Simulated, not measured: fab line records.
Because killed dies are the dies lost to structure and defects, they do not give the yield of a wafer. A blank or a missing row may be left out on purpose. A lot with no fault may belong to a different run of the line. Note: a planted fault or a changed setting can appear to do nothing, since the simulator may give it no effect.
fab line records	flow sky130
[record] lots = 14	wafers = 41	lastDay = 52
route steps=708 shown METAL5@675 PASSIVATION@683 PAD_OPEN@707
lots untouched by any fault: they come from a run of this same line in which no faults occurred
startH: start of the lot's first displayed wafer, in hours after the record's first day	waitH: hours elapsed since this lot's preceding step	" the same as in the row above	L1.1+2: one row covering several wafers at once	- either no value or no given start	* or withheld: withheld	< > ~ a bound
route shown NAME@n: a module of which the file shows steps, and the number in the route of the first	usual: mean/standard deviation of fault-free wafers	same: alike in all rows	chamber/n: place in a boat	sites: the reading at each site	_std_site: standard deviation of those values	_edge_site: mean of outer sites minus mean of inner sites	radiusMm: how far each site lies from the wafer's centre	mask NAME#n: copy n	behind: tool/chamber where the wafer was last shaped	hold: cause of the lot's hold/its duration in hours/its outcome	device: names the non-switching transistor (n, p or np)	end of line: at the end of the route, the tests of the same wafers	where a step has no rows: the recipe by itself	killed: count of dies lost to structure and defects at first sort (not the wafer's yield)	map: dies across one wafer; x = killed, . = not, _ = none there
set.NAME: the run value of the setting; set.NAME@STEP: its run value at that earlier step	model.NAME: the simulator's own value behind a step, which no gauge read
the route's steps for a sample of lots (tables are steps, rows are wafers)
services: the hour from which a tool's chamber was out of use, counted from the record's first day as startH (under 0 if before that day), plus the number of hours and why
[[steps]]
[step SKY_METAL5_DESCUM_14]
[recipe] chemistry = O2	sourcePowerW = 150	biasPowerW = 0	pressureMtorr = 10	tempC = 40	timeS = 11
[usual] drypumpMotorCurrentA = 5.4/0.31	oesProductAu = 1.005/0.012	tempC = 39.99/0.12
[same] biasPowerW = 0	timeS = 11
lot.wafer	tool	chamber	startH	waitH	drypumpMotorCurrentA	oesProductAu	rfHoursCounterH	tempC
L343.1	rieMetal-02	0	1071.22	0.1	5.9	0.984	20	39.94
L343.3	"	1	"	"	5.6	0.997	-	40.09
L343.5	"	0	"	"	5.9	0.994	-	39.97
L344.1	rieMetal-03	0	1075.90	0.1	5.7	1.017	20	39.88
L344.4	"	0	"	"	5.7	1.024	-	39.99
L344.5	"	0	"	"	5.7	1.029	-	40.03
L346.2	rieMetal-02	1	1087.42	0.1	5.5	1.001	3	39.99
L346.3	"	0	"	"	5.9	1.003	-	39.93
L346.6	"	0	"	"	5.9	1.006	-	40.04
L349.1	rieMetal-01	1	1090.67	0.1	5.3	1.002	19	40.02
L349.2	"	0	"	"	5.1	0.997	10	39.83
L349.4	"	1	"	"	5.2	1.024	-	39.97
L352.4	rieMetal-01	0	1091.16	0.1	5.1	0.993	-	39.92
L352.5	"	1	"	"	5.3	1.022	-	40.12
L356.3	rieMetal-03	0	1098.18	0.1	5.7	1.010	-	40.10
L356.5	"	0	"	"	5.7	1.012	-	39.92
L356.6	"	1	"	"	5.0	0.986	-	39.99
L355.2	rieMetal-01	1	1100.25	0.1	5.3	1.025	21	39.91
L355.4	"	0	"	"	5.1	1.000	-	39.90
L355.6	"	1	"	"	5.3	1.008	-	39.74
L357.2	rieMetal-01	0	1190.72	0.1	5.1	0.998	18	40.07
L357.4	"	0	"	"	5.1	0.999	-	40.04
L357.5	"	1	"	"	5.2	1.018	-	39.95
L361.1	rieMetal-01	1	1199.72	0.1	5.2	1.011	29	39.92
L361.2	"	0	"	"	5.0	0.999	19	39.92
L361.4	"	1	"	"	5.2	1.011	-	40.02
L363.1	rieMetal-03	1	1202.62	0.1	5.0	0.991	16	40.04
L363.3	"	1	"	"	5.0	0.990	-	40.02
L363.5	"	1	"	"	5.0	0.996	-	40.15
L359.1	rieMetal-02	1	1203.52	0.1	5.6	1.000	13	40.01
L359.3	"	0	"	"	5.9	0.992	-	40.11
L359.4	"	1	"	"	5.6	1.017	-	39.96
L364.4	rieMetal-01	0	1203.66	0.1	5.1	1.003	-	40.07
L364.5	"	1	"	"	5.3	1.016	-	40.24
L364.6	"	0	"	"	5.1	1.004	-	40.10
L366.1	rieMetal-01	0	1205.35	0.1	5.1	0.997	20	40.01
L366.3	"	0	"	"	5.1	1.009	-	39.89
L366.4	"	1	"	"	5.3	1.008	-	39.79
L362.1	rieMetal-02	0	1206.45	0.1	5.9	0.998	2	40.12
L362.3	"	1	"	"	5.5	1.007	-	39.85
L362.5	"	1	"	"	5.5	1.003	-	39.91
[step SKY_PASSIVATION_CVD_02]
[recipe] material = Si3N4	targetThkNm = 540	tempC = 400	timeS = withheld	rfW = 450
[usual] heaterPowerOuterW = 430/58	heaterPowerW = 713/64
lot.wafer	tool	chamber	startH	waitH	heaterPowerOuterW	heaterPowerW
L343.1	pecvd-03	1	1072.21	0.1	346	633
L343.3	"	2	"	"	510	743
L343.5	"	1	"	"	381	660
L344.1	pecvd-03	1	1077.59	0.1	403	698
L344.4	"	0	"	"	438	709
L344.5	"	2	"	"	517	786
L346.2	pecvd-02	2	1088.38	0.0	407	679
L346.3	"	0	"	"	414	678
L346.6	"	1	"	"	403	743
L349.1	pecvd-04	2	1091.61	0.1	500	794
L349.2	"	0	"	"	426	681
L349.4	"	0	"	"	332	553
L352.4	pecvd-03	0	1092.67	0.1	417	662
L352.5	"	1	"	"	327	587
L356.3	pecvd-02	1	1099.59	0.0	393	725
L356.5	"	0	"	"	457	750
L356.6	"	2	"	"	410	708
L355.2	pecvd-04	2	1101.23	0.0	452	770
L355.4	"	2	"	"	476	791
L355.6	"	1	"	"	428	775
L357.2	pecvd-03	0	1191.67	0.0	393	675
L357.4	"	1	"	"	431	714
L357.5	"	0	"	"	418	661
L361.1	pecvd-02	1	1200.71	0.1	326	630
L361.2	"	0	"	"	448	714
L361.4	"	0	"	"	467	746
L363.1	pecvd-04	1	1203.83	0.1	398	691
L363.3	"	2	"	"	411	692
L363.5	"	2	"	"	441	721
L359.1	pecvd-02	2	1204.47	0.1	424	709
L359.3	"	0	"	"	500	769
L359.4	"	0	"	"	373	630
L364.4	pecvd-03	2	1204.71	0.1	504	789
L364.5	"	0	"	"	391	657
L364.6	"	2	"	"	536	816
L366.1	pecvd-04	1	1206.37	0.1	429	745
L366.3	"	1	"	"	439	787
L366.4	"	2	"	"	454	712
L362.1	pecvd-02	0	1207.41	0.1	462	726
L362.3	"	2	"	"	422	728
L362.5	"	0	"	"	478	757
[step SKY_PASSIVATION_ETCH_11]
[recipe] chemistry = CF4/O2	targetDepthNm = 725	stopOn = AlCu	sourceW = 800	biasW = 150	pressureMtorr = 150	cf4FlowSccm = 80	O2_flow_sccm = 10	timeS = 161.1
[usual] O2_flow_sccm = 10.00/0.031	drypumpMotorCurrentA = 5.7/0.61	oesProductAu = 0.978/0.0078	throttleValvePct = 5.965/0.0093
[same] timeS = 161.1
lot.wafer	tool	chamber	startH	waitH	O2_flow_sccm	drypumpMotorCurrentA	oesProductAu	rfHoursCounterH	throttleValvePct
L343.1	rieDiel-04	2	1094.00	-	9.98	6.6	0.988	7	5.947
L343.3	"	3	"	"	9.97	6.1	0.964	15	5.951
L343.5	"	3	"	"	9.97	6.1	0.976	-	5.981
L344.1	rieDiel-02	3	1099.65	-	10.00	5.2	0.973	17	5.969
L344.4	"	1	"	"	10.00	5.3	0.978	21	5.960
L344.5	"	0	"	"	9.99	5.1	0.988	-	5.981
L346.2	rieDiel-02	1	1110.50	-	9.93	5.3	0.984	22	5.965
L346.3	"	3	"	"	10.05	5.3	0.967	18	5.979
L346.6	"	2	"	"	10.03	4.8	0.974	-	5.966
L349.1	rieDiel-02	0	1112.57	-	10.05	5.1	0.905	22	5.935
L349.2	"	2	"	"	10.05	4.8	0.969	16	5.977
L349.4	"	3	"	"	10.03	5.3	0.979	18	5.969
L352.4	rieDiel-02	2	1115.07	-	9.97	4.8	0.973	16	5.963
L352.5	"	0	"	"	10.01	5.1	0.893	-	5.943
L356.3	rieDiel-01	1	1122.07	-	9.94	5.8	0.984	2	5.966
L356.5	"	2	"	"	10.00	5.5	0.982	-	5.958
L356.6	"	1	"	"	10.02	5.8	0.991	-	5.952
L355.2	rieDiel-01	3	1123.55	-	9.98	5.0	0.969	18	5.960
L355.4	"	2	"	"	9.99	5.5	0.976	27	5.958
L355.6	"	0	"	"	10.01	5.2	0.992	-	5.970
L357.2	rieDiel-04	0	1208.77	-	10.00	5.6	0.964	9	5.966
L357.4	"	3	"	"	10.01	6.1	0.977	19	5.981
L357.5	"	1	"	"	9.98	6.7	0.975	-	5.970
L361.1	rieDiel-04	3	1217.70	-	10.01	6.1	0.961	19	5.964
L361.2	"	2	"	"	10.03	6.6	0.986	11	5.952
L361.4	"	0	"	"	9.97	5.7	0.986	9	5.974
L363.1	rieDiel-02	2	1221.02	-	10.05	4.8	0.969	19	5.969
L363.3	"	3	"	"	10.01	5.2	0.987	21	5.966
L363.5	"	2	"	"	10.00	4.8	0.975	-	5.972
L359.1	rieDiel-04	3	1221.40	-	10.04	6.1	0.966	19	5.959
L359.3	"	1	"	"	9.96	6.7	0.993	19	5.964
L359.4	"	0	"	"	9.99	5.6	0.986	9	5.982
L364.4	rieDiel-02	1	1222.30	-	9.99	5.3	0.986	-	5.967
L364.5	"	3	"	"	9.99	5.2	0.980	-	5.950
L364.6	"	2	"	"	9.96	4.8	0.983	-	5.976
L366.1	rieDiel-02	3	1223.30	-	10.00	5.2	0.981	21	5.952
L366.3	"	2	"	"	10.00	4.8	0.975	19	5.963
L366.4	"	1	"	"	9.97	5.3	0.983	-	5.955
L362.1	rieDiel-04	3	1224.60	-	9.95	6.1	0.979	19	5.967
L362.3	"	0	"	"	10.03	5.6	0.970	10	5.969
L362.5	"	3	"	"	10.02	6.1	0.971	-	5.975
[step SKY_PASSIVATION_STRIP_12]
[recipe] chemistry = O2/N2	powerW = 1400	pressureMtorr = 1500	platenTempC = withheld	overashFraction = 0.7	o2FlowSccm = 3000	n2FlowSccm = 300
[usual] drypumpMotorCurrentA = 5.81/0.058	oesProductAu = 0.661/0.0046	stripTimeToEndpointS = 31.53/0.19
lot.wafer	tool	chamber	startH	waitH	drypumpMotorCurrentA	oesProductAu	rfHoursCounterH	stripTimeToEndpointS
L343.1	plasmaAsher-01	1	1094.10	0.1	5.79	0.668	67	31.45
L343.3	"	1	"	"	5.77	0.665	-	31.76
L343.5	"	1	"	"	5.78	0.659	-	31.89
L344.1	plasmaAsher-01	0	1099.75	0.1	5.93	0.656	67	31.70
L344.4	"	1	"	"	5.75	0.662	-	31.35
L344.5	"	1	"	"	5.74	0.658	-	31.41
L346.2	plasmaAsher-01	1	1110.60	0.1	5.75	0.654	69	31.35
L346.3	"	1	"	"	5.74	0.660	-	31.50
L346.6	"	1	"	"	5.75	0.664	-	31.76
L349.1	plasmaAsher-04	0	1112.68	0.1	5.82	0.660	102	32.63
L349.2	"	1	"	"	5.82	0.664	102	31.76
L349.4	"	1	"	"	5.85	0.659	-	31.66
L352.4	plasmaAsher-01	0	1115.21	0.1	5.92	0.662	-	31.73
L352.5	"	0	"	"	5.92	0.666	-	32.35
L356.3	plasmaAsher-01	1	1122.21	0.1	5.74	0.666	-	31.30
L356.5	"	1	"	"	5.79	0.660	-	31.53
L356.6	"	0	"	"	5.92	0.665	-	31.21
L355.2	plasmaAsher-02	0	1123.65	0.1	5.79	0.665	31	31.59
L355.4	"	1	"	"	5.78	0.658	-	31.57
L355.6	"	1	"	"	5.79	0.659	-	31.57
L357.2	plasmaAsher-01	1	1208.88	0.1	5.75	0.653	77	31.52
L357.4	"	1	"	"	5.77	0.666	-	31.51
L357.5	"	1	"	"	5.74	0.660	-	31.14
L361.1	plasmaAsher-04	1	1217.81	0.1	5.75	0.662	112	31.64
L361.2	"	0	"	"	5.84	0.670	112	31.34
L361.4	"	0	"	"	5.82	0.666	-	31.78
L363.1	plasmaAsher-04	0	1221.13	0.1	5.80	0.664	113	31.69
L363.3	"	0	"	"	5.80	0.663	-	31.38
L363.5	"	0	"	"	5.83	0.670	-	31.45
L359.1	plasmaAsher-01	0	1221.51	0.1	5.93	0.667	78	31.74
L359.3	"	0	"	"	5.92	0.660	-	31.12
L359.4	"	1	"	"	5.72	0.650	-	31.66
L364.4	plasmaAsher-04	0	1222.39	0.0	5.78	0.658	-	31.42
L364.5	"	0	"	"	5.79	0.660	-	31.64
L364.6	"	1	"	"	5.84	0.663	-	31.61
L366.1	plasmaAsher-02	0	1223.40	0.1	5.82	0.657	41	31.81
L366.3	"	1	"	"	5.77	0.662	-	31.86
L366.4	"	0	"	"	5.81	0.654	-	31.61
L362.1	plasmaAsher-02	1	1224.71	0.1	5.77	0.666	42	31.65
L362.3	"	1	"	"	5.75	0.656	-	31.61
L362.5	"	0	"	"	5.81	0.669	-	31.68
[step SKY_PAD_OPEN_BOW_MEAS_13]
[recipe] mode = bow
[usual] PAD_OPEN_BOW = 47/8.5
lot.wafer	tool	chamber	startH	waitH	PAD_OPEN_BOW[um]
L343.1	filmMetro-04	-	1117.82	-	54
L343.3	"	-	"	"	52
L343.5	"	-	"	"	47
L344.1	filmMetro-01	-	1124.21	-	33
L344.4	"	-	"	"	33
L344.5	"	-	"	"	44
L346.2	filmMetro-01	-	1134.85	-	31
L346.3	"	-	"	"	56
L346.6	"	-	"	"	52
L349.2	filmMetro-01	-	1136.50	-	52
L349.4	"	-	"	"	35
L352.4	filmMetro-01	-	1139.54	-	53
L356.3	filmMetro-03	-	1145.21	-	50
L356.5	"	-	"	"	47
L356.6	"	-	"	"	61
L355.2	filmMetro-04	-	1147.44	-	48
L355.4	"	-	"	"	31
L355.6	"	-	"	"	43
L357.2	filmMetro-03	-	1228.93	-	58
L357.4	"	-	"	"	51
L357.5	"	-	"	"	67
L361.1	filmMetro-01	-	1237.31	-	58
L361.2	"	-	"	"	55
L361.4	"	-	"	"	63
L363.1	filmMetro-03	-	1239.81	-	49
L363.3	"	-	"	"	43
L363.5	"	-	"	"	49
L359.1	filmMetro-04	-	1241.04	-	56
L359.3	"	-	"	"	46
L359.4	"	-	"	"	34
L364.4	filmMetro-03	-	1241.37	-	43
L364.5	"	-	"	"	46
L364.6	"	-	"	"	31
L366.1	filmMetro-04	-	1242.54	-	56
L366.3	"	-	"	"	51
L366.4	"	-	"	"	56
L362.1	filmMetro-03	-	1244.09	-	50
L362.3	"	-	"	"	39
L362.5	"	-	"	"	44
[[services]]
tool	chamber	startH	hours	kind
rieDiel-01	-	1070.12	2.8	pm
rieMetal-02	-	1104.26	14.6	pm
rieDiel-01	2	1104.72	2.4	repair
pecvd-03	1	1109.43	6.5	repair
pecvd-03	-	1123.07	5.5	pm
rieDiel-04	0	1130.42	5.8	repair
plasmaAsher-01	-	1148.60	16.6	repair
rieDiel-04	1	1148.80	5.3	repair
rieMetal-03	0	1158.62	60.7	repair
rieDiel-02	3	1176.63	8.5	repair
rieDiel-04	-	1181.37	4.0	pm
pecvd-02	0	1192.85	5.4	repair
rieDiel-02	1	1195.78	-	clean
rieDiel-02	1	1195.78	-	consumableReplace:focusRing
rieDiel-02	1	1195.78	24.4	scheduledDown
rieDiel-02	1	1195.78	24.4	ventCycle
pecvd-03	1	1196.52	4.2	repair
pecvd-03	2	1198.18	4.6	repair
rieDiel-01	3	1208.81	4.5	repair
rieDiel-01	1	1213.35	1.6	repair
pecvd-02	-	1213.63	5.5	pm
rieDiel-02	0	1220.15	-	clean
rieDiel-02	0	1220.15	-	consumableReplace:focusRing
rieMetal-03	0	1224.39	2.3	repair
[[key]]
[firstSign] step = SKY_PASSIVATION_ETCH_11	reading = oesProductAu	direction = down	sigmas = 10	usual = 0.978	struck = 0.899
[effect] step = SKY_PASSIVATION_ETCH_11	reading = throttleValvePct	direction = down	sigmas = 2.8	usual = 5.965	struck = 5.939
[effect] step = SKY_PASSIVATION_STRIP_12	reading = stripTimeToEndpointS	direction = up	sigmas = 5	usual = *	struck = *
metAt SKY_PASSIVATION_ETCH_11
struckLots L349,L352
struckWafers L349.1,L352.5
laterRowsLeftOut L349.1,L352.5
sortLeftOut L349.1,L352.5
notActingAt SKY_METAL5_DESCUM_14,SKY_PASSIVATION_CVD_02,SKY_PAD_OPEN_BOW_MEAS_13
onsetBetween 1110.50 1112.57
[fault] kind = processParameterDrift	tool = rieDiel-02	chamber = -	onsetH = 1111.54	steps = SKY_PASSIVATION_ETCH_11	channel = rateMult	offset = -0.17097	shape = step	endH = 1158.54	scope = struckWafersOnly
// sortLeftOut: the simulated sort isn't trusted on such a fault, so these wafers' sort isn't shown, and their yield isn't known
// laterRowsLeftOut: the simulator's readings of these wafers behind a module that went badly wrong aren't trusted and aren't shown, but for the sort
